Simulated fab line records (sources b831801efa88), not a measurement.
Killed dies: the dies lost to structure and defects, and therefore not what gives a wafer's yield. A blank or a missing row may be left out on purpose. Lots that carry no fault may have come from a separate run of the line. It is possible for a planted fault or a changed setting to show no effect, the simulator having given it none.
Comparing a struck lot with a sound one	flow gf180mcu	18 steps out of a route of 602
Sound: these wafers, L596.3, L596.5, L596.6. Wafers L598.1, L598.4, L598.6 were the ones struck. The cause is named last.
Per side, at each step with rows, come the tool, then ch with its chambers, and then its first start. Under that, the readings that differ: sound wafers	struck wafers	difference of the means	sigmas: that difference in standard deviations of wafers without a fault.
alike: words and numbers the same on both sides, and readings whose means are apart by under 2 such deviations; not compared: readings that were withheld, readings missing a value for some wafer, numbers with overlapping values and no deviation given by the record, and bounds like >300 which may hide the same value.
Wherever a step has rows on one side only, a row that says differs or no value, or a row with sigmas, the two part there. Numbers that have no deviation but don't overlap get no sigmas and don't part them. A reading missing from all wafers of one side parts the sides only when that side holds two or more wafers.

first, 7 steps without rows for these wafers: GF_VT_IMPLANT_DEHYDRATE_33 (time 60 s); GF_VT_IMPLANT_HMDS_34 (prime time 60 s); GF_VT_IMPLANT_COAT_35 (resist thk 1000 nm); GF_VT_IMPLANT_SOFTBAKE_36 (time 60 s); GF_VT_IMPLANT_EXPOSE_37 (exposes mask Nwell HV AREA, target cd 860 nm); GF_VT_IMPLANT_PEB_38; GF_VT_IMPLANT_DEVELOP_39 (develop time 60 s).
GF_VT_IMPLANT_OVL_MEAS_40:
  sound on overlay-02 at day 10 04:16; struck on overlay-02 at day 10 15:16
  alike: VT_IMPLANT_03_OVL
after that, 1 step had no rows for these wafers: GF_VT_IMPLANT_IMPLANT_41.
GF_VT_IMPLANT_STRIP_42: strips in O2/N2.
  sound on plasma asher-03 ch 0,1, day 10 04:28; struck on plasma asher-03 ch 0,1, day 10 15:26
  alike: drypump motor current A, heater power w, oes product au, strip time to endpoint s
  not compared: rf hours counter h
GF_VT_IMPLANT_TW_MEAS_43:
  sound on film metro-02 at day 10 04:33; struck on film metro-02 at day 10 15:32
  alike: VT_IMPLANT_4_TW
then, 1 step without rows for these wafers: GF_VT_IMPLANT_CLEAN_44 (cleans in SC1/SC2, time 150 s).
GF_VT_IMPLANT_RTA_45: time 30 s.
  sound on rtp anneal-02 ch 0, day 10 04:40; struck on rtp anneal-02, day 10 15:39
  no value came back on the struck wafers for anneal temp c max, chamber o2 ppm, lamp power pct (%), wafer_temp_C_max; on the sound wafers anneal temp c max reads 1056.5 1058.6 1057.3
GF_VT_IMPLANT_RS_MEAS_46: uses a four-point probe to measure.
  sound on film metro-04 at day 10 04:47; struck on film metro-04 at day 10 15:45
reading	sound	struck	difference	sigmas
MVSD_RS (ohm/sq)	456.7 455.4 456.6	133.2 132.9 133.3	-323.1	-99 or more
GF_VT_IMPLANT_RS_MEAS_47: uses a four-point probe to measure.
  sound on film metro-04 at day 10 04:54; struck on film metro-04 at day 10 15:52
reading	sound	struck	difference	sigmas
NWELL_RS (ohm/sq)	486.5 486.8 486.7	133.0 133.2 133.2	-353.5	-99 or more
GF_VT_IMPLANT_RS_MEAS_48: uses a four-point probe to measure.
  sound on film metro-04 at day 10 05:01; struck on film metro-04 at day 10 15:59
reading	sound	struck	difference	sigmas
LVPWELL_RS (ohm/sq)	1194 1196 1197	133 133 133	-1063	-99 or more
GF_VT_IMPLANT_RS_MEAS_49: uses a four-point probe to measure.
  sound on film metro-04 at day 10 05:08; struck on film metro-04 at day 10 16:07
reading	sound	struck	difference	sigmas
MVPSD_RS (ohm/sq)	1164 1163 1169	133 133 133	-1032	-99 or more
then, 1 step without rows for these wafers: GF_VT_IMPLANT_WET_ETCH_50 (etches SiO2 in dHF, target depth 20 nm, time 400 s).

WHERE THEY PART
Earliest at GF_VT_IMPLANT_RTA_45; latest, in this record, at GF_VT_IMPLANT_RS_MEAS_49.

WHY: the cause the simulator had injected
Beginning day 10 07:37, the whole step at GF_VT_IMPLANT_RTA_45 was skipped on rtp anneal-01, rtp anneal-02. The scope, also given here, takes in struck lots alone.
